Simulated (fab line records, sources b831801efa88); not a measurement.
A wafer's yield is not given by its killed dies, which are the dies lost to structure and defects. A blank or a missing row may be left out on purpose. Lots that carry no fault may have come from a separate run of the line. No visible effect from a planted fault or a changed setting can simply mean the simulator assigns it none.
Which of the tools did it? -- flow sfqLine -- 45 wafers sampled from 15 lots at 1 step of a route of 325

WHAT THE GAUGES READ, wafer by wafer
No reading from a measuring or inspecting step in the record can be judged against a usual standard deviation.

WHICH TOOL RAN EACH LOT (tool, then ch and the chambers of the sampled wafers, then the start)
lot,SFQ_TRILAYER_M0_LITHO_EXPOSE_022
L572,"krfScanner-01 ch 0, day 10 22:53"
L573,"krfScanner-01 ch 0, day 11 07:53"
L574,"krfScanner-01 ch 0, day 11 13:17"
L575,"krfScanner-01 ch 0, day 11 22:17"
L576,"krfScanner-01 ch 0, day 12 14:17"
L577,"krfScanner-01 ch 0, day 12 21:05"
L578,"krfScanner-01 ch 0, day 13 04:17"
L585,"krfScanner-02 ch 0, day 14 13:53"
L586,"krfScanner-02 ch 0, day 14 14:53"
L587,"krfScanner-02 ch 0, day 16 07:41"
L588,"krfScanner-02 ch 0, day 16 12:53"
L589,"krfScanner-02 ch 0, day 17 01:53"
L590,"krfScanner-02 ch 0, day 17 13:05"
L591,"krfScanner-02 ch 0, day 17 20:53"
L595,"krfScanner-02 ch 0, day 20 01:06"
- SFQ_TRILAYER_M0_LITHO_EXPOSE_022: exposes mask M0, target cd 500 nm.

WHAT THE TOOLS THEMSELVES READ (means of the sampled wafers that have a number; where no wafer has one, the mark that the record gives instead)
SFQ_TRILAYER_M0_LITHO_EXPOSE_022. Usual: exposureDoseMJCm2 reads 14.402 (standard deviation 0.014).
lot,tool,exposureDoseMJCm2,flag
L572,krfScanner-01,14.408,
L573,krfScanner-01,14.398,
L574,krfScanner-01,14.422,
L575,krfScanner-01,10.552,OFF
L576,krfScanner-01,10.525,OFF
L577,krfScanner-01,10.551,OFF
L578,krfScanner-01,10.540,OFF
L585,krfScanner-02,14.423,
L586,krfScanner-02,14.397,
L587,krfScanner-02,14.377,
L588,krfScanner-02,14.395,
L589,krfScanner-02,14.395,
L590,krfScanner-02,14.412,
L591,krfScanner-02,14.406,
L595,krfScanner-02,14.404,

THE ANSWER, worked out from the rows above alone
Rule: a lot counts as off when the mean over its wafers that have a number is more than 3 standard deviations away from the usual mean. Also off: a lot with no number at a reading for which 4 or more lots have one. The other lots that the step has rows for count as sound. First the gauges in route order, then the tools' own readings, where a lot's mean is used as printed above. The first step at which some lot is off is used, and at that step the reading that is off furthest; a lot without a number counts as furthest.
Off: L575, L576, L577, L578 (SFQ_TRILAYER_M0_LITHO_EXPOSE_022, exposureDoseMJCm2).
A tool fits if, at that step or a process step before it, it ran every lot that is off, and no sound lot after the first of them. One candidate fits, namely krfScanner-01 at SFQ_TRILAYER_M0_LITHO_EXPOSE_022. Its last sound lot is L574 (day 11 13:17), its first lot that is off L575 (day 11 22:17): a fault that began between those two fits.
The tool's own readings at SFQ_TRILAYER_M0_LITHO_EXPOSE_022 bear it out: on the lots that are off they differ by more than 5 times the standard deviation of the sound lots' means. exposureDoseMJCm2 reads 10.542 there against 14.403 on the sound lots.

WHAT THE SIMULATOR HAD PUT IN
Drift in process parameters on krfScanner-01 at SFQ_TRILAYER_M0_LITHO_EXPOSE_022, starting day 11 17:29. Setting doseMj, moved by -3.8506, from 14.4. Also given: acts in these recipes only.
Struck lots among those shown: L575, L576, L577, L578. The rule above reached the same finding.
